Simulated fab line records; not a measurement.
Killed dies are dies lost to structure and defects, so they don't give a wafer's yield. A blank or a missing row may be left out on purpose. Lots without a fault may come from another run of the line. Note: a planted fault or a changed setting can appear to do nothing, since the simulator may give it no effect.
The tool behind it: which one? :: flow gf180mcu :: 13 lots with 38 wafers sampled at 5 steps, on a route of 602 steps

== WHAT EACH GAUGE READ, for each wafer ==
GF_VT_IMPLANT_TW_MEAS_21.
lot: L442
measured: day 6 05:35
on: film_metro-02
VT_IMPLANT_2_TW: 1207 1214 1205

lot: L443
measured: day 6 11:41
on: film_metro-02
VT_IMPLANT_2_TW: 1220 1208 1211

lot: L444
measured: day 6 20:18
on: film_metro-02
VT_IMPLANT_2_TW: 1213 1209 1207

lot: L445
measured: day 7 02:08
on: film_metro-02
VT_IMPLANT_2_TW: 1204 1204 1207

lot: L446
measured: day 7 06:05
on: film_metro-04
VT_IMPLANT_2_TW: 1213 1212 1206

lot: L447
measured: day 7 16:50
on: film_metro-02
VT_IMPLANT_2_TW: 1205 1210 1200

lot: L448
measured: day 7 21:20
on: film_metro-03
VT_IMPLANT_2_TW: 1231 1232 1231

lot: L449
measured: day 8 04:15
on: film_metro-03
VT_IMPLANT_2_TW: 1236 1236 1240

lot: L452
measured: day 8 22:16
on: film_metro-02
VT_IMPLANT_2_TW: 31 1205 30 1206

lot: L453
measured: day 9 03:38
on: film_metro-04
VT_IMPLANT_2_TW: 1208 1212 1209

lot: L462
measured: day 11 13:02
on: film_metro-04
VT_IMPLANT_2_TW: 1212 1211 1209

lot: L463
measured: day 11 16:14
on: film_metro-03
VT_IMPLANT_2_TW: 1246 1246 1249

lot: L464
measured: day 12 01:47
on: film_metro-02
VT_IMPLANT_2_TW: 1201 1212 1209

GF_VT_IMPLANT_OVL_MEAS_29.
lot: L442
measured: day 6 20:19
on: overlay-01
VT_IMPLANT_02_OVL (nm): -0.1 0.7 -0.3

lot: L443
measured: day 7 03:00
on: overlay-02
VT_IMPLANT_02_OVL (nm): -0.4 1.2 1.4

lot: L444
measured: day 7 11:48
on: overlay-02
VT_IMPLANT_02_OVL (nm): 0.3 0.7 -0.2

lot: L445
measured: day 7 17:46
on: overlay-01
VT_IMPLANT_02_OVL (nm): -1.4 1.9 0.3

lot: L446
measured: day 7 22:02
on: overlay-02
VT_IMPLANT_02_OVL (nm): 0.2 0.2 0.6

lot: L447
measured: day 8 09:01
on: overlay-01
VT_IMPLANT_02_OVL (nm): 0.3 -0.4 0.5

lot: L448
measured: day 8 12:47
on: overlay-01
VT_IMPLANT_02_OVL (nm): -1.6 1.8 -2.3

lot: L449
measured: day 8 20:32
on: overlay-02
VT_IMPLANT_02_OVL (nm): -0.3 -0.4 0.6

lot: L452
measured: day 9 14:49
on: overlay-02
VT_IMPLANT_02_OVL (nm): -1.4 -0.4

lot: L453
measured: day 9 20:22
on: overlay-01
VT_IMPLANT_02_OVL (nm): 1.4 0.0 0.7

lot: L462
measured: day 12 07:27
on: overlay-02
VT_IMPLANT_02_OVL (nm): -3.3 -2.9 -2.6

lot: L463
measured: day 12 11:47
on: overlay-02
VT_IMPLANT_02_OVL (nm): -0.5 -0.4 -1.8

lot: L464
measured: day 12 20:57
on: overlay-01
VT_IMPLANT_02_OVL (nm): -0.7 -1.6 -1.0

GF_SAB_THK_MEAS_01.
lot: L442
measured: day 14 08:46
on: film_metro-02
SAB_CVD_00_THK (nm): 49.6 50.0 50.5

lot: L443
measured: day 14 14:47
on: film_metro-02
SAB_CVD_00_THK (nm): 49.2 48.8 49.8

lot: L444
measured: day 15 00:56
on: film_metro-02
SAB_CVD_00_THK (nm): 50.1 49.7 50.4

lot: L445
measured: day 15 12:23
on: film_metro-01
SAB_CVD_00_THK (nm): 49.9 49.6 50.0

lot: L446
measured: day 15 17:08
on: film_metro-02
SAB_CVD_00_THK (nm): 49.3 48.9 50.1

lot: L447
measured: day 16 05:17
on: film_metro-02
SAB_CVD_00_THK (nm): 49.9 50.3 50.8

lot: L448
measured: day 16 15:12
on: film_metro-02
SAB_CVD_00_THK (nm): 48.9 48.3 49.2

lot: L449
measured: day 16 22:16
on: film_metro-02
SAB_CVD_00_THK (nm): 48.6 47.9 49.1

lot: L452
measured: day 18 00:11
on: film_metro-03
SAB_CVD_00_THK (nm): 50.0

lot: L453
measured: day 18 04:40
on: film_metro-01
SAB_CVD_00_THK (nm): 49.5 51.1 50.7

lot: L462
measured: day 21 05:23
on: film_metro-01
SAB_CVD_00_THK (nm): 49.5 49.7 50.7

lot: L463
measured: day 21 13:18
on: film_metro-02
SAB_CVD_00_THK (nm): 49.6 50.4 50.9

lot: L464
measured: day 22 03:14
on: film_metro-02
SAB_CVD_00_THK (nm): 50.1 49.4 50.7

GF_SAB_OVL_MEAS_10.
lot: L442
measured: day 15 05:56
on: overlay-02
SAB_OVL (nm): 2.6 0.5 2.0

lot: L443
measured: day 15 12:07
on: overlay-02
SAB_OVL (nm): 1.2 0.3 0.8

lot: L444
measured: day 15 22:49
on: overlay-01
SAB_OVL (nm): -0.1 -0.4 0.5

lot: L445
measured: day 16 09:54
on: overlay-02
SAB_OVL (nm): -0.1 -0.5 1.0

lot: L446
measured: day 16 15:20
on: overlay-02
SAB_OVL (nm): 0.2 0.8 0.3

lot: L447
measured: day 17 04:10
on: overlay-01
SAB_OVL (nm): 0.2 -0.8 0.1

lot: L448
measured: day 17 14:37
on: overlay-02
SAB_OVL (nm): 0.1 0.8 0.1

lot: L449
measured: day 17 20:47
on: overlay-02
SAB_OVL (nm): 1.5 2.1 2.9

lot: L452
measured: day 18 23:56
on: overlay-02
SAB_OVL (nm): 1.5

lot: L453
measured: day 19 05:10
on: overlay-01
SAB_OVL (nm): 1.6 1.3 -0.2

lot: L462
measured: day 22 04:57
on: overlay-01
SAB_OVL (nm): -0.2 0.3 -0.3

lot: L463
measured: day 22 12:31
on: overlay-01
SAB_OVL (nm): -0.7 0.3 -0.4

lot: L464
measured: day 23 02:59
on: overlay-02
SAB_OVL (nm): -1.9 -0.1 -0.4

== WHICH TOOL RAN EACH LOT (tool, then ch and the chambers of the sampled wafers, then the start) ==
lot: L442
GF_VT_IMPLANT_DEVELOP_17: litho_track-01 ch 0, day 6 05:11

lot: L443
GF_VT_IMPLANT_DEVELOP_17: litho_track-02 ch 0, day 6 11:15

lot: L444
GF_VT_IMPLANT_DEVELOP_17: litho_track-02 ch 0, day 6 19:53

lot: L445
GF_VT_IMPLANT_DEVELOP_17: litho_track-01 ch 0, day 7 01:43

lot: L446
GF_VT_IMPLANT_DEVELOP_17: litho_track-04 ch 0, day 7 05:38

lot: L447
GF_VT_IMPLANT_DEVELOP_17: litho_track-01 ch 0, day 7 16:26

lot: L448
GF_VT_IMPLANT_DEVELOP_17: litho_track-01 ch 0, day 7 20:56

lot: L449
GF_VT_IMPLANT_DEVELOP_17: litho_track-02 ch 0, day 8 03:50

lot: L452
GF_VT_IMPLANT_DEVELOP_17: litho_track-02 ch 0, day 8 21:53

lot: L453
GF_VT_IMPLANT_DEVELOP_17: litho_track-01 ch 0, day 9 03:13

lot: L462
GF_VT_IMPLANT_DEVELOP_17: litho_track-01 ch 0, day 11 12:37

lot: L463
GF_VT_IMPLANT_DEVELOP_17: litho_track-04 ch 0, day 11 15:47

lot: L464
GF_VT_IMPLANT_DEVELOP_17: litho_track-04 ch 0, day 12 01:20
- GF_VT_IMPLANT_DEVELOP_17: develop time 60 s.

== WHAT THE TOOLS THEMSELVES READ (means of the sampled wafers that have a number; where no wafer has one, the mark that the record gives instead) ==
The record holds no such reading with a usual standard deviation.

== THE ANSWER, worked out from the rows above alone ==
Rule: what is usual is taken from the lots themselves. The widest of any qualifying gaps counts: lots, ordered by their means at a reading, are off when they make up no more than a third of the lots, leave a main group of 4 or more, and stand apart from it by 3 or more times the standard deviation of that group's means. The tables above print the reading to a certain number of digits; a main group whose means all agree to those digits is not used. Also off: a lot with no number at a reading for which 4 or more lots have one. All remaining lots with rows at the step are treated as sound. The gauges are gone through in route order, then the tools' own readings, and for those a lot's mean is taken as printed above. The first step at which some lot is off is used, and at that step the reading that is off furthest; a lot without a number counts as furthest.
Off: L452, seen at GF_VT_IMPLANT_TW_MEAS_21 (VT_IMPLANT_2_TW). The main group: mean 1216, standard deviation 13.
If a tool, at a process step before that reading, ran all the lots that are off and no sound lot after the first of them, it fits. Those tools and the gauges at GF_VT_IMPLANT_TW_MEAS_21 are tried in the same way. One candidate fits, namely litho_track-02 at GF_VT_IMPLANT_DEVELOP_17. Its last sound lot is L449 (day 8 03:50), its first lot that is off L452 (day 8 21:53): a fault that began between those two fits.

== WHAT HAD BEEN PUT IN BY THE SIMULATOR ==
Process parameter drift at GF_VT_IMPLANT_DEVELOP_17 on litho_track-02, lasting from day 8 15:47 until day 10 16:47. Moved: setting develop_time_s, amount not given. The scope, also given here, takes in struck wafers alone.
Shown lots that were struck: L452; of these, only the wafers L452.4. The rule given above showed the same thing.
